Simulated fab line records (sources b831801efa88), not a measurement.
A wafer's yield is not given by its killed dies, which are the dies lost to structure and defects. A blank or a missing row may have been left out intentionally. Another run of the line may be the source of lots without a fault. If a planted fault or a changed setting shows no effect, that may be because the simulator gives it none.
Lot-split experiment || flow sky130 || on a route of 708 steps: 5 lots, 23 wafers read

ABOUT THE SPLIT
At SKY_POLY_CUT_COAT_03 (resist thk 450 nm), the setting resist thk nm was moved away from the recipe's 450 nm on 11 of the 23 wafers read, by -5.0% to -2.7%. All remaining wafers had this setting at the recipe value.

FROM THE SPLIT TO THE READING: what the file shows between them, 2 steps
- SKY_POLY_CUT_SOFTBAKE_04: time 90 s
- SKY_POLY_CUT_EXPOSE_05: exposes mask NPCM, target cd 270 nm

THE READING
KrF-thick_of_POLY_CUT_COAT_03.thk nm (the simulator's own value, which no gauge read), in nm, at SKY_POLY_CUT_ETCH_10 (etches BARC in N2/H2, stops on SiO2, time 45.9 s, target depth 60 nm). No usual value for it is given in the file. Average 407.6 nm, standard deviation 0.87 nm, over the 12 wafers here run with the recipe.

{"wafer": "L077.1", "tool, chamber at the split": "litho track-04, 0", "resist thk nm as run, nm": 427.3, "against the recipe": "-5.0%", "KrF-thick_of_POLY_CUT_COAT_03.thk nm, nm": 385.4, "against lot-mates on the recipe": -22.9}
{"wafer": "L077.2", "tool, chamber at the split": "litho track-04, 0", "resist thk nm as run, nm": 450, "against the recipe": "recipe", "KrF-thick_of_POLY_CUT_COAT_03.thk nm, nm": 408.5, "against lot-mates on the recipe": "-"}
{"wafer": "L077.3", "tool, chamber at the split": "litho track-04, 0", "resist thk nm as run, nm": 427.3, "against the recipe": "-5.0%", "KrF-thick_of_POLY_CUT_COAT_03.thk nm, nm": 383.9, "against lot-mates on the recipe": -24.4}
{"wafer": "L077.4", "tool, chamber at the split": "litho track-04, 0", "resist thk nm as run, nm": 450, "against the recipe": "recipe", "KrF-thick_of_POLY_CUT_COAT_03.thk nm, nm": 407.4, "against lot-mates on the recipe": "-"}
{"wafer": "L077.5", "tool, chamber at the split": "litho track-04, 0", "resist thk nm as run, nm": 450, "against the recipe": "recipe", "KrF-thick_of_POLY_CUT_COAT_03.thk nm, nm": 408.9, "against lot-mates on the recipe": "-"}
{"wafer": "L074.1", "tool, chamber at the split": "litho track-04, 0", "resist thk nm as run, nm": 450, "against the recipe": "recipe", "KrF-thick_of_POLY_CUT_COAT_03.thk nm, nm": 406.5, "against lot-mates on the recipe": "-"}
{"wafer": "L074.2", "tool, chamber at the split": "litho track-04, 0", "resist thk nm as run, nm": 450, "against the recipe": "recipe", "KrF-thick_of_POLY_CUT_COAT_03.thk nm, nm": 407.6, "against lot-mates on the recipe": "-"}
{"wafer": "L074.3", "tool, chamber at the split": "litho track-04, 0", "resist thk nm as run, nm": 427.5, "against the recipe": "-5.0%", "KrF-thick_of_POLY_CUT_COAT_03.thk nm, nm": 384.6, "against lot-mates on the recipe": -22.4}
{"wafer": "L074.5", "tool, chamber at the split": "litho track-04, 0", "resist thk nm as run, nm": 427.5, "against the recipe": "-5.0%", "KrF-thick_of_POLY_CUT_COAT_03.thk nm, nm": 384.7, "against lot-mates on the recipe": -22.4}
{"wafer": "L074.6", "tool, chamber at the split": "litho track-04, 0", "resist thk nm as run, nm": 427.5, "against the recipe": "-5.0%", "KrF-thick_of_POLY_CUT_COAT_03.thk nm, nm": 385.8, "against lot-mates on the recipe": -21.2}
{"wafer": "L079.2", "tool, chamber at the split": "litho track-04, 0", "resist thk nm as run, nm": 437.7, "against the recipe": "-2.7%", "KrF-thick_of_POLY_CUT_COAT_03.thk nm, nm": 396.9, "against lot-mates on the recipe": -11.5}
{"wafer": "L079.3", "tool, chamber at the split": "litho track-04, 0", "resist thk nm as run, nm": 437.7, "against the recipe": "-2.7%", "KrF-thick_of_POLY_CUT_COAT_03.thk nm, nm": 397.5, "against lot-mates on the recipe": -10.9}
{"wafer": "L079.4", "tool, chamber at the split": "litho track-04, 0", "resist thk nm as run, nm": 450, "against the recipe": "recipe", "KrF-thick_of_POLY_CUT_COAT_03.thk nm, nm": 407.9, "against lot-mates on the recipe": "-"}
{"wafer": "L079.5", "tool, chamber at the split": "litho track-04, 0", "resist thk nm as run, nm": 437.7, "against the recipe": "-2.7%", "KrF-thick_of_POLY_CUT_COAT_03.thk nm, nm": 394.1, "against lot-mates on the recipe": -14.2}
{"wafer": "L079.6", "tool, chamber at the split": "litho track-04, 0", "resist thk nm as run, nm": 450, "against the recipe": "recipe", "KrF-thick_of_POLY_CUT_COAT_03.thk nm, nm": 408.8, "against lot-mates on the recipe": "-"}
{"wafer": "L080.1", "tool, chamber at the split": "litho track-04, 0", "resist thk nm as run, nm": 450, "against the recipe": "recipe", "KrF-thick_of_POLY_CUT_COAT_03.thk nm, nm": 407.2, "against lot-mates on the recipe": "-"}
{"wafer": "L080.2", "tool, chamber at the split": "litho track-04, 0", "resist thk nm as run, nm": 432.4, "against the recipe": "-3.9%", "KrF-thick_of_POLY_CUT_COAT_03.thk nm, nm": 388.5, "against lot-mates on the recipe": -18.0}
{"wafer": "L080.3", "tool, chamber at the split": "litho track-04, 0", "resist thk nm as run, nm": 432.4, "against the recipe": "-3.9%", "KrF-thick_of_POLY_CUT_COAT_03.thk nm, nm": 389.7, "against lot-mates on the recipe": -16.8}
{"wafer": "L080.4", "tool, chamber at the split": "litho track-04, 0", "resist thk nm as run, nm": 450, "against the recipe": "recipe", "KrF-thick_of_POLY_CUT_COAT_03.thk nm, nm": 405.8, "against lot-mates on the recipe": "-"}
{"wafer": "L080.5", "tool, chamber at the split": "litho track-04, 0", "resist thk nm as run, nm": 432.4, "against the recipe": "-3.9%", "KrF-thick_of_POLY_CUT_COAT_03.thk nm, nm": 388.9, "against lot-mates on the recipe": -17.6}
{"wafer": "L082.4", "tool, chamber at the split": "litho track-02, 0", "resist thk nm as run, nm": 450, "against the recipe": "recipe", "KrF-thick_of_POLY_CUT_COAT_03.thk nm, nm": 407.1, "against lot-mates on the recipe": "-"}
{"wafer": "L082.5", "tool, chamber at the split": "litho track-02, 0", "resist thk nm as run, nm": 450, "against the recipe": "recipe", "KrF-thick_of_POLY_CUT_COAT_03.thk nm, nm": 407.4, "against lot-mates on the recipe": "-"}
{"wafer": "L082.6", "tool, chamber at the split": "litho track-02, 0", "resist thk nm as run, nm": 450, "against the recipe": "recipe", "KrF-thick_of_POLY_CUT_COAT_03.thk nm, nm": 407.8, "against lot-mates on the recipe": "-"}

FIT RESULTS
A straight line over all 23 wafers: KrF-thick_of_POLY_CUT_COAT_03.thk nm changes by +4.55 nm for each +1% of resist thk nm; r = +0.99; the points scatter about the line by 1.1 nm.
The same after taking each lot's own level away (the mean of its wafers on the recipe; 23 wafers): +4.5 nm for each +1%; r = +1.00; scatter 0.85 nm.
That fit puts the effect of the largest move of resist thk nm on the reading at 23 nm.
From 406.50 to 408.35 nm: that is the span of the lots' own levels, equal to 2.1 times the standard deviation above.
The two slopes are in agreement: the lot-to-lot level therefore moves the slope only a little.
Check: -22.7 nm against its lot-mates is what the line predicts for one of the wafers moved furthest among these (-5.0%) when that wafer is left out of the fit. It came out at -22.9 nm against them.

FURTHER SPLITS ON THESE WAFERS
Before the reading, these wafers also passed through other splits. Each is held against what the fit with the lots' levels taken away leaves over:
{"other split on the same wafers": "SKY_LDD_N_IMPLANT_10 energy kev", "wafers away from the commonest value": 11, "r with KrF-thick_of_POLY_CUT_COAT_03.thk nm (lot level and that fit taken away)": -0.15}
{"other split on the same wafers": "SKY_LDD_P_COAT_02 resist thk nm", "wafers away from the commonest value": 7, "r with KrF-thick_of_POLY_CUT_COAT_03.thk nm (lot level and that fit taken away)": -0.17}
{"other split on the same wafers": "SKY_LDD_P_IMPLANT_09 energy kev", "wafers away from the commonest value": 9, "r with KrF-thick_of_POLY_CUT_COAT_03.thk nm (lot level and that fit taken away)": "+0.22"}
{"other split on the same wafers": "SKY_LDD_HVN_IMPLANT_08 energy kev", "wafers away from the commonest value": 9, "r with KrF-thick_of_POLY_CUT_COAT_03.thk nm (lot level and that fit taken away)": "+0.38"}

THE WHOLE CHAIN: every reading that the file lists as answering this split, in the file's order
{"step": "SKY_POLY_CUT_COAT_03", "what it does": "resist thk 450 nm", "reading": "KrF-thick_of_POLY_CUT_COAT_03.thk nm (the simulator's own value, which no gauge read)", "change (the file's fit)": "+4.39 nm for each +1% of the setting", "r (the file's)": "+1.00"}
{"step": "SKY_POLY_CUT_ETCH_10", "what it does": "etches BARC in N2/H2, stops on SiO2, time 45.9 s, target depth 60 nm", "reading": "KrF-thick_of_POLY_CUT_COAT_03.thk nm (the simulator's own value, which no gauge read)", "change (the file's fit)": "+4.52 nm for each +1% of the setting", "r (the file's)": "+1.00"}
{"step": "SKY_POLY_CUT_STRIP_12", "what it does": "strips in O2/N2", "reading": "strip time to endpoint s", "change (the file's fit)": "withheld for each +1% of the setting", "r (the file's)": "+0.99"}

THE FILE'S OWN FIT
KrF-thick_of_POLY_CUT_COAT_03.thk nm changes by +4.52 nm for each +1% of resist thk nm, r = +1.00.
